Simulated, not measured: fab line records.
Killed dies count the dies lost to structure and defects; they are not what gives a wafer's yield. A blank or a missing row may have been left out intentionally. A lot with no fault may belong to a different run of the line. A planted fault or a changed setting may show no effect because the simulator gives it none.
fab line records -- flow sky130
record lots=7, wafers=21, last_day=50
route steps=708 shown CONTACT@425 METAL1@434 PAD_OPEN@708
lots untouched by any fault: they come from a run of this same line in which no faults occurred
start_h: start of the lot's first displayed wafer, in hours after the record's first day -- wait_h: hours elapsed since this lot's preceding step -- " repeats the value in the row above -- L1.1+2: one row covering several wafers at once -- - value missing, or start not given -- * or withheld: withheld -- < > ~ a bound
route shown NAME@n: names a module that has steps shown in the file, with the first one's number in the route -- usual: average and standard deviation across the fault-free wafers -- same: alike in all rows -- chamber/n: place in a boat -- sites: the reading at each site -- _std_site: standard deviation across them -- _edge_site: outer sites' mean less inner sites' -- radius_mm: for every site, how far away it sits from the centre of the wafer -- mask NAME#n: copy n -- behind: the most recent tool/chamber to have shaped the wafer -- hold: the reason the lot was held/the length of the hold in hours/how it ended -- device: the n, p or np transistor that did not switch -- end of line: the tests these same wafers got at the end of their route -- step lacking rows: just its recipe -- killed: dies lost to structure and defects at the first sort, not the wafer's yield -- map: the dies of a wafer, with x for killed, . for not killed, _ for no die there
set.NAME: the setting that was run; set.NAME@STEP: the one run at that earlier step -- model.NAME: the simulator's own value behind a step, which no gauge read
lots seen at some steps along the route; tables by step, rows by wafer
services: the hour from which a tool's chamber was out of use, counted from the record's first day as start_h (under 0 if before that day), plus the number of hours and why
## steps
# step SKY_CONTACT_STRIP_19
# recipe chemistry=O2/N2, power_w=1380, pressure_mtorr=1500, platen_temp_c=withheld, o2_flow_sccm=3000, n2_flow_sccm=300, overash_fraction=0.5
# usual drypump_motor_current_A=5.8/0.64, oes_product_au=0.380/0.0047, strip_time_to_endpoint_s=3.659/0.022
lot.wafer,tool,chamber,start_h,wait_h,drypump_motor_current_A,oes_product_au,rf_hours_counter_h,strip_time_to_endpoint_s
L203.2,plasma_asher-02,1,744.66,-,5.5,0.380,31,3.643
L203.3,plasma_asher-02,0,744.66,-,4.9,0.375,-,3.670
L203.5,plasma_asher-02,1,744.66,-,5.5,0.374,-,3.681
L205.3,plasma_asher-04,0,765.76,-,6.6,0.379,-,3.681
L205.4,plasma_asher-04,1,765.76,-,5.3,0.387,-,3.673
L205.6,plasma_asher-04,0,765.76,-,6.6,0.380,-,3.705
L209.2,plasma_asher-04,1,797.96,-,5.3,0.377,63,3.670
L209.4,plasma_asher-04,1,797.96,-,5.3,0.377,-,3.638
L209.5,plasma_asher-04,0,797.96,-,6.6,0.378,-,3.666
L210.1,plasma_asher-04,1,803.96,-,5.3,0.375,63,3.643
L210.3,plasma_asher-04,1,803.96,-,5.3,0.388,-,3.663
L210.4,plasma_asher-04,0,803.96,-,6.6,0.376,-,3.643
L211.3,plasma_asher-02,1,810.52,-,5.5,0.381,-,3.660
L211.4,plasma_asher-02,0,810.52,-,4.9,0.383,-,3.673
L211.6,plasma_asher-02,1,810.52,-,5.5,0.384,-,3.689
L220.1,plasma_asher-02,0,879.91,-,4.9,0.387,45,3.676
L220.3,plasma_asher-02,1,879.91,-,5.5,0.382,-,3.659
L220.6,plasma_asher-02,1,879.91,-,5.5,0.379,-,3.698
L222.1,plasma_asher-04,1,886.90,-,5.3,0.379,72,3.637
L222.2,plasma_asher-04,0,886.90,-,6.6,0.378,72,3.644
L222.4,plasma_asher-04,1,886.90,-,5.3,0.377,-,3.617
# step SKY_CONTACT_STRIP_20
# recipe chemistry=post_etch_residue_remover, time_s=1200, temp_c=72.5
# step SKY_CONTACT_CLEAN_21
# recipe chemistry=IPA, time_s=180, temp_c=25
# step SKY_CONTACT_CLEAN_22
# recipe chemistry=O3/DIW, dry=n2_spin
# step SKY_CONTACT_SPUTTER_23
# recipe material=TiN, target_thk_nm=20, chamber_pressure_pa=5, power_w=4000, time_s=80
# step SKY_CONTACT_CVD_24
# recipe material=W, target_thk_nm=340, time_s=102.12, temp_c=400, pressure_torr=40
# usual heater_power_outer_w=561/33, heater_power_w=901/100
# same time_s=102.12
lot.wafer,tool,chamber,start_h,wait_h,heater_power_outer_w,heater_power_w
L203.2,cvd_w-01,1,745.32,0.0,525,797
L203.3,cvd_w-01,0,745.32,0.0,584,958
L203.5,cvd_w-01,0,745.32,0.0,585,948
L205.3,cvd_w-01,0,766.57,0.1,585,979
L205.4,cvd_w-01,1,766.57,0.1,514,817
L205.6,cvd_w-01,1,766.57,0.1,524,824
L209.2,cvd_w-01,1,798.66,0.0,517,815
L209.4,cvd_w-01,1,798.66,0.0,519,829
L209.5,cvd_w-01,1,798.66,0.0,526,823
L210.1,cvd_w-01,1,804.62,0.0,522,833
L210.3,cvd_w-01,0,804.62,0.0,595,998
L210.4,cvd_w-01,1,804.62,0.0,523,826
L211.3,cvd_w-01,1,811.18,0.1,522,799
L211.4,cvd_w-01,0,811.18,0.1,590,940
L211.6,cvd_w-01,0,811.18,0.1,568,968
L220.1,cvd_w-02,0,880.65,0.0,547,806
L220.3,cvd_w-02,1,880.65,0.0,632,1077
L220.6,cvd_w-02,1,880.65,0.0,602,1024
L222.1,cvd_w-01,0,887.55,0.0,578,953
L222.2,cvd_w-01,1,887.55,0.0,516,807
L222.4,cvd_w-01,0,887.55,0.0,596,953
# step SKY_CONTACT_RS_MEAS_25
# recipe thk_meas_gauge=four-point-probe, reads=W_of_CONTACT_CVD_24+TiN_of_CONTACT_SPUTTER_23
# usual CONTACT_W_RS=0.339/0.0048
lot.wafer,tool,chamber,start_h,wait_h,CONTACT_W_RS[ohm/sq]
L203.2,film_metro-03,-,745.45,0.1,0.344
L203.3,film_metro-03,-,745.45,0.1,0.333
L203.5,film_metro-03,-,745.45,0.1,0.338
L205.3,film_metro-03,-,766.68,0.1,0.329
L205.4,film_metro-03,-,766.68,0.1,0.337
L205.6,film_metro-03,-,766.68,0.1,0.335
L209.2,film_metro-03,-,798.79,0.1,0.339
L209.4,film_metro-03,-,798.79,0.1,0.340
L209.5,film_metro-03,-,798.79,0.1,0.341
L210.1,film_metro-03,-,804.73,0.1,0.336
L210.3,film_metro-03,-,804.73,0.1,0.329
L210.4,film_metro-03,-,804.73,0.1,0.337
L211.3,film_metro-04,-,811.29,0.1,0.341
L211.4,film_metro-04,-,811.29,0.1,0.335
L211.6,film_metro-04,-,811.29,0.1,0.331
L220.1,film_metro-04,-,880.76,0.1,0.343
L220.3,film_metro-04,-,880.76,0.1,0.343
L220.6,film_metro-04,-,880.76,0.1,0.344
L222.1,film_metro-04,-,887.66,0.1,0.333
L222.2,film_metro-04,-,887.66,0.1,0.341
L222.4,film_metro-04,-,887.66,0.1,0.335
# step SKY_CONTACT_THK_MEAS_26
# recipe thk_meas_gauge=xrf, reads=W_of_CONTACT_CVD_24
# usual CONTACT_W_THK=342/5
lot.wafer,tool,chamber,start_h,wait_h,CONTACT_W_THK[nm]
L203.2,film_metro-03,-,745.56,0.1,338
L203.3,film_metro-03,-,745.56,0.1,348
L203.5,film_metro-03,-,745.56,0.1,341
L205.3,film_metro-03,-,766.78,0.1,352
L205.4,film_metro-03,-,766.78,0.1,344
L205.6,film_metro-03,-,766.78,0.1,345
L209.2,film_metro-03,-,798.90,0.1,338
L209.4,film_metro-03,-,798.90,0.1,336
L209.5,film_metro-03,-,798.90,0.1,338
L210.1,film_metro-03,-,804.85,0.1,342
L210.3,film_metro-03,-,804.85,0.1,348
L210.4,film_metro-03,-,804.85,0.1,342
L211.3,film_metro-04,-,811.39,0.1,344
L211.4,film_metro-04,-,811.39,0.1,349
L211.6,film_metro-04,-,811.39,0.1,355
L220.1,film_metro-04,-,880.88,0.1,340
L220.3,film_metro-04,-,880.88,0.1,341
L220.6,film_metro-04,-,880.88,0.1,343
L222.1,film_metro-04,-,887.78,0.1,351
L222.2,film_metro-04,-,887.78,0.1,344
L222.4,film_metro-04,-,887.78,0.1,350
# step SKY_CONTACT_CMP_27
# recipe stop_on=SiO2, t_overpolish_s=15, down_force_psi=3.5, platen_rpm=60, target_thk_nm=0, pad_velocity_m_s=0.94248
# usual head_pressure_psi=3.500/0.0073, motor_current_A=11.4/0.99, overpolish_run_s=15.000/0.0094, time_to_endpoint_s=81.4/2.8
lot.wafer,tool,chamber,start_h,wait_h,head_pressure_psi,motor_current_A,overpolish_run_s,time_to_endpoint_s
L203.3,cmp-01,0,745.92,0.3,3.501,10.8,15.000,75.9
L203.2,cmp-01,1,745.92,0.3,3.499,11.2,15.009,77.2
L203.5,cmp-01,3,745.92,0.3,3.496,12.0,14.995,78.5
L205.3,cmp-02,1,766.87,0.1,3.506,12.4,15.010,85.8
L205.4,cmp-02,3,766.87,0.1,3.504,11.8,15.012,85.1
L205.6,cmp-02,1,766.87,0.1,3.515,12.7,15.018,84.3
L209.4,cmp-02,1,798.95,0.0,3.503,12.3,14.993,84.7
L209.2,cmp-02,3,798.95,0.0,3.502,11.0,15.004,81.4
L209.5,cmp-02,2,798.95,0.0,3.506,9.8,14.993,82.1
L210.3,cmp-02,3,804.91,0.0,3.498,10.9,14.998,83.2
L210.4,cmp-02,0,804.91,0.0,3.505,11.9,14.994,81.1
L210.1,cmp-02,2,804.91,0.0,3.506,9.8,15.005,79.9
L211.3,cmp-01,3,811.43,0.0,3.492,12.5,15.000,86.1
L211.4,cmp-01,1,811.43,0.0,3.502,11.4,15.007,83.6
L211.6,cmp-01,0,811.43,0.0,3.490,11.3,14.993,84.2
L220.1,cmp-01,0,881.04,0.1,3.498,11.6,15.016,79.8
L220.3,cmp-01,1,881.04,0.1,3.503,11.9,15.001,82.1
L220.6,cmp-01,2,881.04,0.1,3.482,10.4,14.995,79.9
L222.4,cmp-01,2,887.84,0.0,3.519,10.8,14.994,83.3
L222.2,cmp-01,0,887.84,0.0,3.499,11.2,15.005,82.7
L222.1,cmp-01,1,887.84,0.0,3.508,11.4,14.998,83.6
# step SKY_METAL1_SPUTTER_00
# recipe material=Ti, target_thk_nm=15, power_w=3000, time_s=10, chamber_pressure_pa=0.4
# step SKY_METAL1_SPUTTER_01
# recipe material=TiN, target_thk_nm=20, power_w=6500, time_s=16.7, chamber_pressure_pa=0.4
# step SKY_METAL1_SPUTTER_02
# recipe material=AlCu, target_thk_nm=250, power_w=10600, time_s=13.3, chamber_pressure_pa=0.4
# usual cathode_dc_power_W=10600/2, chamber_pressure_pa=0.3999/0.00082, throttle_valve_pct=30.0/0.86
# same time_s=13.3
lot.wafer,tool,chamber,start_h,wait_h,cathode_dc_power_W,chamber_pressure_pa,throttle_valve_pct
L203.2,pvd_sputter-03,-,746.22,0.0,10599,0.4000,30.1
L203.3,pvd_sputter-03,-,746.22,0.0,10599,0.4009,28.5
L203.5,pvd_sputter-03,-,746.22,0.0,10603,0.4012,30.0
L205.3,pvd_sputter-01,-,767.17,0.0,10602,0.4011,30.6
L205.4,pvd_sputter-01,-,767.17,0.0,10603,0.4004,30.4
L205.6,pvd_sputter-01,-,767.17,0.0,10596,0.4001,30.5
L209.2,pvd_sputter-03,-,799.30,0.0,10597,0.3994,30.1
L209.4,pvd_sputter-03,-,799.30,0.0,10600,0.3996,28.3
L209.5,pvd_sputter-03,-,799.30,0.0,10602,0.3997,29.9
L210.1,pvd_sputter-03,-,805.26,0.0,10601,0.3992,28.2
L210.3,pvd_sputter-03,-,805.26,0.0,10600,0.3988,30.0
L210.4,pvd_sputter-03,-,805.26,0.0,10602,0.4001,30.0
L211.3,pvd_sputter-03,-,811.78,0.0,10598,0.4009,29.8
L211.4,pvd_sputter-03,-,811.78,0.0,10602,0.4005,29.9
L211.6,pvd_sputter-03,-,811.78,0.0,10601,0.3997,30.0
L220.1,pvd_sputter-02,-,881.29,0.0,10600,0.3997,29.1
L220.3,pvd_sputter-02,-,881.29,0.0,10600,0.3990,29.6
L220.6,pvd_sputter-02,-,881.29,0.0,10602,0.3988,29.3
L222.1,pvd_sputter-02,-,888.19,0.0,10601,0.4011,30.5
L222.2,pvd_sputter-02,-,888.19,0.0,10601,0.4002,29.0
L222.4,pvd_sputter-02,-,888.19,0.0,10600,0.3997,32.1
# step SKY_METAL1_SPUTTER_03
# recipe material=Ti, target_thk_nm=5, power_w=3000, time_s=3.3, chamber_pressure_pa=0.4
# usual cathode_dc_power_W=3000.0/0.58, chamber_pressure_pa=0.3998/0.001, throttle_valve_pct=30.0/0.88, time_s=3.3/0
lot.wafer,tool,chamber,start_h,wait_h,cathode_dc_power_W,chamber_pressure_pa,throttle_valve_pct,time_s
L203.2,pvd_sputter-03,-,746.25,0.0,2999.3,0.3988,29.7,3.3
L203.3,pvd_sputter-03,-,746.25,0.0,3000.6,0.3996,28.2,3.3
L203.5,pvd_sputter-03,-,746.25,0.0,3000.2,0.3984,30.2,3.3
L205.3,pvd_sputter-01,-,767.19,0.0,3000.4,0.4003,30.3,3.3
L205.4,pvd_sputter-01,-,767.19,0.0,2999.8,0.3998,30.2,3.3
L205.6,pvd_sputter-01,-,767.19,0.0,2999.9,0.3999,30.5,3.3
L209.2,pvd_sputter-03,-,799.32,0.0,-,-,-,-
L209.4,pvd_sputter-03,-,799.32,0.0,-,-,-,-
L209.5,pvd_sputter-03,-,799.32,0.0,-,-,-,-
L210.1,pvd_sputter-03,-,805.29,0.0,-,-,-,-
L210.3,pvd_sputter-03,-,805.29,0.0,-,-,-,-
L210.4,pvd_sputter-03,-,805.29,0.0,-,-,-,-
L211.3,pvd_sputter-03,-,811.80,0.0,-,-,-,-
L211.4,pvd_sputter-03,-,811.80,0.0,-,-,-,-
L211.6,pvd_sputter-03,-,811.80,0.0,-,-,-,-
L220.1,pvd_sputter-02,-,881.32,0.0,3000.7,0.3994,29.2,3.3
L220.3,pvd_sputter-02,-,881.32,0.0,3000.2,0.4004,29.7,3.3
L220.6,pvd_sputter-02,-,881.32,0.0,3001.2,0.4012,29.4,3.3
L222.1,pvd_sputter-02,-,888.21,0.0,2998.7,0.3989,30.8,3.3
L222.2,pvd_sputter-02,-,888.21,0.0,2999.0,0.3998,29.4,3.3
L222.4,pvd_sputter-02,-,888.21,0.0,2999.1,0.4014,31.9,3.3
# step SKY_METAL1_SPUTTER_04
# recipe material=TiN, target_thk_nm=70, power_w=6500, time_s=58.3, chamber_pressure_pa=0.4
# usual cathode_dc_power_W=6500.0/1.1, chamber_pressure_pa=0.3999/0.00082, throttle_valve_pct=30.0/0.87
# same time_s=58.3
lot.wafer,tool,chamber,start_h,wait_h,cathode_dc_power_W,chamber_pressure_pa,throttle_valve_pct
L203.2,pvd_sputter-03,-,746.26,0.0,6501.2,0.3998,29.8
L203.3,pvd_sputter-03,-,746.26,0.0,6501.0,0.4001,28.5
L203.5,pvd_sputter-03,-,746.26,0.0,6499.2,0.3994,29.8
L205.3,pvd_sputter-01,-,767.21,0.0,6500.1,0.4010,30.2
L205.4,pvd_sputter-01,-,767.21,0.0,6498.7,0.4005,30.6
L205.6,pvd_sputter-01,-,767.21,0.0,6500.0,0.3996,30.1
L209.2,pvd_sputter-03,-,799.34,0.0,6499.9,0.4006,29.8
L209.4,pvd_sputter-03,-,799.34,0.0,6501.2,0.3988,28.2
L209.5,pvd_sputter-03,-,799.34,0.0,6499.7,0.3996,29.6
L210.1,pvd_sputter-03,-,805.31,0.0,6499.0,0.4011,28.7
L210.3,pvd_sputter-03,-,805.31,0.0,6501.4,0.4010,29.9
L210.4,pvd_sputter-03,-,805.31,0.0,6502.1,0.3988,30.0
L211.3,pvd_sputter-03,-,811.82,0.0,6499.4,0.4001,29.6
L211.4,pvd_sputter-03,-,811.82,0.0,6501.1,0.3996,29.9
L211.6,pvd_sputter-03,-,811.82,0.0,6499.2,0.3981,30.1
L220.1,pvd_sputter-02,-,881.34,0.0,6499.2,0.4001,29.3
L220.3,pvd_sputter-02,-,881.34,0.0,6499.9,0.4004,29.7
L220.6,pvd_sputter-02,-,881.34,0.0,6499.2,0.4008,29.2
L222.1,pvd_sputter-02,-,888.23,0.0,6498.2,0.3993,30.6
L222.2,pvd_sputter-02,-,888.23,0.0,6500.7,0.4000,29.4
L222.4,pvd_sputter-02,-,888.23,0.0,6498.0,0.3992,32.0
# step SKY_PAD_OPEN_PROBE_99
# usual defect_limited_yield=82.1/1.8, killed_at_M0_to_M3=44/6.2, killed_at_M4_up=3.3/1.7, killed_at_contacts=24/4.9, killed_at_front_end=16/5, killed_at_other=0.3/0.48, killed_dies=88/9, killed_open=48/7, killed_short=39/6.1, sort_bin_3_pad_short=0.9/0.46, sort_bin_5_function=10.6/1.4, sort_bin_6_memory=6.4/1.1, sort_n_pass=404/9, sort_yield_pct=82.1/1.8
# same gross_dies=492, killed_at_back_side=0, sort_bin_4_leakage[%]=0, sort_bin_8_speed[%]=0
lot.wafer,tool,chamber,start_h,wait_h,defect_limited_yield[%],killed_at_M0_to_M3,killed_at_M4_up,killed_at_contacts,killed_at_front_end,killed_at_other,killed_dies,killed_open,killed_short,sort_bin_3_pad_short[%],sort_bin_5_function[%],sort_bin_6_memory[%],sort_n_pass,sort_yield_pct[%],model.etest.via1_chain.rc_ohm,model.etest.met1.line_ohm_um,model.etest.met1.rs_ohm_sq
L203.3,prober-02,-,1085.84,0.2,80.3,43,3,24,27,0,97,48,45,0.8,11.0,7.9,395,80.3,15.85,0.9021,0.1264
L209.2,prober-02,-,1118.37,0.1,80.7,50,3,27,15,0,95,45,50,0.6,11.6,7.1,397,80.7,19.41,0.8599,0.1221
L209.4,prober-02,-,1118.47,0.2,84.1,32,5,27,14,0,78,47,31,0.4,8.7,6.7,414,84.1,18.73,0.8838,0.1228
L209.5,prober-02,-,1118.52,0.2,81.3,46,5,26,15,0,92,48,43,1.4,10.8,6.5,400,81.3,20.14,0.8697,0.122
L210.1,prober-01,-,1129.97,0.1,81.5,47,7,19,18,0,91,52,39,1.2,12.0,5.3,401,81.5,21.31,0.8652,0.1216
L210.3,prober-01,-,1130.07,0.2,79.3,46,7,21,28,0,102,54,45,1.8,13.0,5.9,390,79.3,20.66,0.894,0.1215
L210.4,prober-01,-,1130.12,0.2,80.3,54,4,28,10,1,97,52,44,2.0,9.8,7.9,395,80.3,20.65,0.8574,0.1201
L211.3,prober-02,-,1133.36,0.2,82.3,45,3,25,14,0,87,53,33,0.4,9.6,7.7,405,82.3,19.23,0.8653,0.1198
L211.4,prober-02,-,1133.41,0.2,81.1,49,2,23,19,0,93,44,48,0.6,11.8,6.5,399,81.1,19,0.8667,0.1213
L211.6,prober-02,-,1133.51,0.2,83.9,34,5,28,12,0,79,41,37,1.8,8.9,5.3,413,83.9,20.25,0.8596,0.1197
L220.1,prober-01,-,1187.27,0.1,83.7,53,3,16,8,0,80,38,40,0.4,9.6,6.3,412,83.7,15.91,0.9032,0.1275
L220.3,prober-01,-,1187.37,0.2,79.1,52,0,37,14,0,103,55,48,1.0,12.0,7.9,389,79.1,16.14,0.9108,0.1277
L222.1,prober-01,-,1189.03,0.1,81.5,49,6,19,16,1,91,51,38,0.8,10.6,7.1,401,81.5,15.56,0.9172,0.1305
L222.2,prober-01,-,1189.08,0.1,82.1,44,3,21,20,0,88,47,41,1.0,10.8,6.1,404,82.1,17.14,0.9303,0.1295
L222.4,prober-01,-,1189.18,0.2,84.1,50,2,14,12,0,78,41,37,2.0,8.5,5.3,414,84.1,16.77,0.8975,0.1285
# killed by level:class
L203.3 VIA1:geometric_particle:open=12 CONTACT:geometric_particle:open=8 LI_CONTACT:geometric_particle:open=7 FIELD_ISO:geometric_particle:short=6 METAL1:geometric_particle:short=6 POLY_GATE:geometric_particle:short=6 VIA3:geometric_particle:open=6 FIELD_ISO:geometric_particle:open=5
L209.2 VIA1:geometric_particle:open=11 CONTACT:geometric_particle:open=8 VIA2:geometric_particle:short=8 CONTACT:geometric_particle:short=7 VIA2:geometric_particle:open=6 VIA3:geometric_particle:open=6 LOCAL_INTERCONNECT:geometric_particle:short=5 POLY_GATE:geometric_particle:short=5
L209.4 CONTACT:geometric_particle:open=10 VIA1:geometric_particle:open=10 VIA3:geometric_particle:open=6 LI_CONTACT:geometric_particle:open=5 POLY_GATE:geometric_particle:open=4 LI_CONTACT:geometric_particle:short=4 CONTACT:geometric_particle:short=4 METAL1:geometric_particle:short=4
L209.5 CONTACT:geometric_particle:open=12 VIA1:geometric_particle:open=8 VIA2:geometric_particle:open=7 METAL2:geometric_particle:short=7 METAL1:geometric_particle:short=7 LI_CONTACT:geometric_particle:open=6 VIA3:geometric_particle:open=5 VIA3:geometric_particle:short=4
L210.1 VIA1:geometric_particle:open=13 METAL2:geometric_particle:short=9 VIA2:geometric_particle:open=7 CONTACT:geometric_particle:open=6 VIA3:geometric_particle:open=6 LOCAL_INTERCONNECT:geometric_particle:short=5 METAL4:geometric_particle:short=5 FIELD_ISO:geometric_particle:open=4
L210.3 VIA1:geometric_particle:open=13 VIA3:geometric_particle:open=9 FIELD_ISO:geometric_particle:short=6 POLY_GATE:geometric_particle:short=6 LI_CONTACT:geometric_particle:open=6 CONTACT:geometric_particle:open=6 VIA2:geometric_particle:short=6 FIELD_ISO:geometric_particle:open=5
L210.4 VIA1:geometric_particle:open=11 VIA2:geometric_particle:open=11 METAL2:geometric_particle:short=9 VIA3:geometric_particle:open=9 LI_CONTACT:geometric_particle:open=8 CONTACT:geometric_particle:short=6 FIELD_ISO:geometric_particle:short=5 LI_CONTACT:geometric_particle:short=5
L211.3 VIA1:geometric_particle:open=13 VIA3:geometric_particle:open=12 CONTACT:geometric_particle:open=11 LOCAL_INTERCONNECT:geometric_particle:short=5 VIA1:geometric_particle:short=5 FIELD_ISO:geometric_particle:open=4 POLY_GATE:geometric_particle:short=4 CONTACT:geometric_particle:short=4
L211.4 VIA1:geometric_particle:open=11 VIA3:geometric_particle:open=8 VIA2:geometric_particle:open=7 CONTACT:geometric_particle:short=7 VIA2:geometric_particle:short=6 CONTACT:geometric_particle:open=5 METAL2:geometric_particle:short=5 FIELD_ISO:geometric_particle:short=4
L211.6 VIA2:geometric_particle:open=9 CONTACT:geometric_particle:open=9 LI_CONTACT:geometric_particle:open=7 VIA3:geometric_particle:open=7 METAL4:geometric_particle:short=5 LOCAL_INTERCONNECT:geometric_particle:short=5 VIA1:geometric_particle:open=5 CONTACT:geometric_particle:short=4
L220.1 VIA2:geometric_particle:open=12 METAL1:geometric_particle:short=9 LI_CONTACT:geometric_particle:open=7 VIA1:geometric_particle:short=6 VIA3:geometric_particle:open=6 VIA2:geometric_particle:short=5 METAL2:geometric_particle:short=5 VIA1:geometric_particle:open=4
L220.3 VIA2:geometric_particle:open=13 CONTACT:geometric_particle:short=10 CONTACT:geometric_particle:open=10 VIA1:geometric_particle:open=9 METAL1:geometric_particle:short=8 LOCAL_INTERCONNECT:geometric_particle:short=8 POLY_GATE:geometric_particle:open=5 LI_CONTACT:geometric_particle:short=5
L222.1 VIA1:geometric_particle:open=11 CONTACT:geometric_particle:open=8 LI_CONTACT:geometric_particle:open=6 VIA1:geometric_particle:short=6 VIA3:geometric_particle:open=6 FIELD_ISO:geometric_particle:short=5 METAL2:geometric_particle:short=5 POLY_GATE:geometric_particle:open=4
L222.2 VIA1:geometric_particle:open=12 CONTACT:geometric_particle:open=7 LI_CONTACT:geometric_particle:open=6 VIA1:geometric_particle:short=6 METAL3:geometric_particle:short=6 FIELD_ISO:geometric_particle:short=5 FIELD_ISO:geometric_particle:open=5 POLY_GATE:geometric_particle:open=5
L222.4 VIA1:geometric_particle:open=11 VIA2:geometric_particle:open=10 METAL2:geometric_particle:short=9 CONTACT:geometric_particle:open=7 METAL1:geometric_particle:short=5 VIA2:geometric_particle:short=5 FIELD_ISO:geometric_particle:short=4 LI_CONTACT:geometric_particle:open=4
## services
tool,chamber,start_h,hours,kind
cmp-01,-,726.77,2.1,repair
cmp-02,-,739.39,1.2,repair
cmp-02,-,740.82,0.4,repair
cmp-02,-,744.00,4.0,pm
cmp-02,-,751.46,6.3,pm
pvd_sputter-03,-,761.98,3.0,repair
cmp-01,-,762.72,8.1,pm
plasma_asher-04,-,766.47,1.9,repair
cvd_w-02,-,766.62,2.8,pm
cvd_w-01,-,774.73,0.7,repair
cmp-02,-,784.70,2.3,repair
cmp-02,-,788.88,1.8,repair
pvd_sputter-02,-,794.24,9.0,repair
pvd_sputter-01,-,803.65,39.1,repair
cmp-01,-,806.47,1.4,repair
cvd_w-01,1,816.50,5.7,repair
cvd_w-01,-,830.44,5.0,repair
cvd_w-01,1,842.17,4.9,repair
cmp-01,-,843.55,3.4,repair
pvd_sputter-02,3,856.80,-,consumable_replace:kit
plasma_asher-02,-,862.68,0.5,repair
pvd_sputter-03,1,887.55,-,consumable_replace:kit
pvd_sputter-03,1,887.55,18.0,scheduled_down
pvd_sputter-03,1,887.55,18.0,vent_cycle
## key
first_sign step=SKY_METAL1_SPUTTER_03, reading=tool_record, direction=missing
effect none on later readings
model_effect step=SKY_PAD_OPEN_PROBE_99, value=etest.via1_chain.rc_ohm, without=16.45, struck=19.93
met_at SKY_METAL1_SPUTTER_03
struck_wafers L209.2,L209.4,L209.5,L210.1,L210.3,L210.4,L211.3,L211.4,L211.6
onset_between 746.25 799.32
fault kind=skipped_step_whole, tool=pvd_sputter-03, chamber=-, onset_h=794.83, steps=SKY_METAL1_SPUTTER_03, scope=struck_lots_only
